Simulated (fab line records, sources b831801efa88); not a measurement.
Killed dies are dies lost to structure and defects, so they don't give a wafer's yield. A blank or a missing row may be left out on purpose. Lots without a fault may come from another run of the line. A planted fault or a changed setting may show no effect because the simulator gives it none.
Problem report in the 8D (eight disciplines) form, filled by code | flow gf180mcu | the parts of the form that need people (team, actions taken, sign-off) are left out

1. THE PROBLEM
cd_nm at GF_M1_CD_MEAS_14 reads a mean of 240.3 nm on 6 wafers of 2 lots; wafers without a fault read 230.0 nm with a standard deviation of 1.1. That is +9.4 standard deviations from the usual mean.
The step: target cd 230 nm.
First seen on wafer L341.1, day 22 08:28, on cd_sem-01. The record holds 33 wafers of 11 lots with a number at this step. Rule for "out", or "out of limits": more than 4 standard deviations from the usual mean. The other wafers with a number count as sound.

2. WHAT IT IS AND WHAT IT IS NOT
question                    | is                     | is not
which readings at this step | cd_nm                  | -
which lots                  | L341, L342             | L327, L328, L329, L330, L331, L332, L346, L348, L349
which wafers of those lots  | all that have a number | -
read on which gauges        | cd_sem-01, cd_sem-02   | -
when                        | from day 22 08:28      | up to then (18 sound wafers); but 9 sound wafers of L346, L348, L349 came after

3. SUSPECTS, AND WHAT RULES EACH OUT
Counting: a tool at a process step up to the reading stays a suspect if it ran every lot that is out and no sound lot after the first of them.
- the gauge at GF_M1_CD_MEAS_14: ruled out. The wafers that are out were read on 2 gauges (cd_sem-01, cd_sem-02).
- krf_scanner-01 at GF_M1_EXPOSE_11 (exposes mask Metal1, target cd 230 nm): kept. It ran every lot that is out, first L341 (day 21 20:50), and no sound lot after that; its last sound lot up to then is L331 (day 18 03:53). Its own readings are out on those wafers: exposure_dose_mJ_cm2.
Left after counting: krf_scanner-01 at GF_M1_EXPOSE_11.

4. THE CAUSE (what the simulator had put in)
Process parameter drift: krf_scanner-01, from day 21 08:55 on, at GF_M1_EXPOSE_11. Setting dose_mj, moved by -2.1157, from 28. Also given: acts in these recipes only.
Counting left only this tool.

5. THE CHAIN OF EFFECTS, in route order
Each row: a reading whose mean over the struck wafers that have a number lies more than 3 standard deviations from the usual. Only readings for which the record gives a usual standard deviation are gone through. hours: the time from each lot's start at the first step in this table that gives one to its start at this step, as a median over the lots. sigmas: the change in usual standard deviations.
hours | step             | reading              | usual    | on struck wafers | change | sigmas
0     | GF_M1_EXPOSE_11  | exposure_dose_mJ_cm2 | 27.967   | 26.085           | -1.882 | -75
11    | GF_M1_CD_MEAS_14 | cd_nm                | 230.0 nm | 240.3            | +10.3  | +9.4
The process steps in it:
- GF_M1_EXPOSE_11: exposes mask Metal1, target cd 230 nm.

6. WHAT WOULD HAVE CAUGHT IT SOONER
In this record the first reading out of limits at a measuring or inspecting step was taken at day 22 08:28, 24 hours after the fault began at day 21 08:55.
The tool's own readings at GF_M1_EXPOSE_11 were out on every struck wafer that the step has a row for (exposure_dose_mJ_cm2): an alarm limit on them would have fired on the first of those.
Of the lots that are out (2), L342 began GF_M1_EXPOSE_11 on krf_scanner-01 after day 22 08:28. A hold on the tool at that time would have spared it.
